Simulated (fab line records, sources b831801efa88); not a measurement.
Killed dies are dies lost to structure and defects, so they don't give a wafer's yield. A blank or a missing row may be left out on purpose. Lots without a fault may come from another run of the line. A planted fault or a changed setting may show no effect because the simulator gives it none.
Which tool did it? | flow gf180mcu | 13 lots, 39 wafers sampled, at 3 steps of a route of 602

WHAT THE GAUGES READ, wafer by wafer
GF_STI_BOW_MEAS_00. Usual: INCOMING_BOW -1 um, standard deviation 6.1.
lot  | measured    | on            | INCOMING_BOW (um) | flag
L993 | day 1 10:00 | film_metro-04 | 4 -5 -2           |
L995 | day 1 20:00 | film_metro-02 | -4 0 3            |
L997 | day 2 06:00 | film_metro-01 | 4 -4 3            |
L998 | day 2 11:04 | film_metro-01 | -4 -2 -2          |
L106 | day 4 03:00 | film_metro-04 | -6 -3 0           |
L107 | day 4 08:00 | film_metro-04 | -2 6 -3           |
L108 | day 4 13:04 | film_metro-02 | -2 -4 -12         |
L109 | day 4 18:01 | film_metro-02 | 0 3 -5            |
L110 | day 4 23:04 | film_metro-02 | 3 8 8             |
L113 | day 5 14:00 | film_metro-01 | 6 3 -3            |
L114 | day 5 19:00 | film_metro-01 | -8 0 0            |
L115 | day 6 00:01 | film_metro-04 | 3 -9 4            |
L116 | day 6 05:01 | film_metro-01 | 5 -4 11           |

GF_PSD_RS_MEAS_15: measures by four-point-probe. Usual: PSD_RS 108.43 ohm/sq, standard deviation 0.25.
lot  | measured     | on            | PSD_RS (ohm/sq)      | flag
L993 | day 14 08:14 | film_metro-01 | 108.51 108.64 108.23 |
L995 | day 14 20:04 | film_metro-01 | 108.50 108.09 108.20 |
L997 | day 15 11:23 | film_metro-03 | 108.72 108.89 108.37 |
L998 | day 15 19:02 | film_metro-04 | 108.43 108.58 108.62 |
L106 | day 19 02:47 | film_metro-01 | 108.29 108.42 108.82 |
L107 | day 19 04:56 | film_metro-03 | 109.01 108.94 108.71 |
L108 | day 19 18:39 | film_metro-01 | 108.07 108.55 108.07 |
L109 | day 20 06:03 | film_metro-04 | 108.49 108.47 108.56 |
L110 | day 20 09:50 | film_metro-01 | 108.21 108.46 108.24 |
L113 | day 21 04:56 | film_metro-04 | 108.54 108.71 108.53 |
L114 | day 21 13:46 | film_metro-04 | 108.54 109.10 108.88 |
L115 | day 21 20:19 | film_metro-01 | 108.63 108.35 108.27 |
L116 | day 22 08:35 | film_metro-01 | 108.24 108.11 108.25 |

WHICH TOOL RAN EACH LOT (tool, then ch and the chambers of the sampled wafers, then the start)
lot  | GF_DNWELL_EXPOSE_04
L993 | iline_stepper-01 ch 0, day 2 12:21
L995 | iline_stepper-02 ch 0, day 2 23:07
L997 | iline_stepper-01 ch 0, day 3 08:46
L998 | iline_stepper-02 ch 0, day 3 13:49
L106 | iline_stepper-02 ch 0, day 5 10:02
L107 | iline_stepper-02 ch 0, day 5 14:31
L108 | iline_stepper-01 ch 0, day 5 20:09
L109 | iline_stepper-01 ch 0, day 6 01:50
L110 | iline_stepper-02 ch 0, day 6 07:30
L113 | iline_stepper-01 ch 0, day 6 20:16
L114 | iline_stepper-01 ch 0, day 7 02:04
L115 | iline_stepper-02 ch 0, day 7 06:13
L116 | iline_stepper-02 ch 0, day 7 14:26
- GF_DNWELL_EXPOSE_04: exposes mask DNWELL, target cd 1700 nm.

WHAT THE TOOLS THEMSELVES READ (means of the sampled wafers that have a number; where no wafer has one, the mark that the record gives instead)
The record holds no such reading with a usual standard deviation.

THE ANSWER, worked out from the rows above alone
Rule: a lot is off if the mean of its wafers that have a number lies more than 3 standard deviations from the usual mean. A lot without any number at a reading at which 4 lots or more have one is off too. The other lots that the step has rows for count as sound. The gauges are gone through in route order, then the tools' own readings, and for those a lot's mean is taken as printed above. The first step at which some lot is off is used, and at that step the reading that is off furthest; a lot without a number counts as furthest.
No lot is off at any reading shown: from this, nothing can be told.

WHAT THE SIMULATOR HAD PUT IN
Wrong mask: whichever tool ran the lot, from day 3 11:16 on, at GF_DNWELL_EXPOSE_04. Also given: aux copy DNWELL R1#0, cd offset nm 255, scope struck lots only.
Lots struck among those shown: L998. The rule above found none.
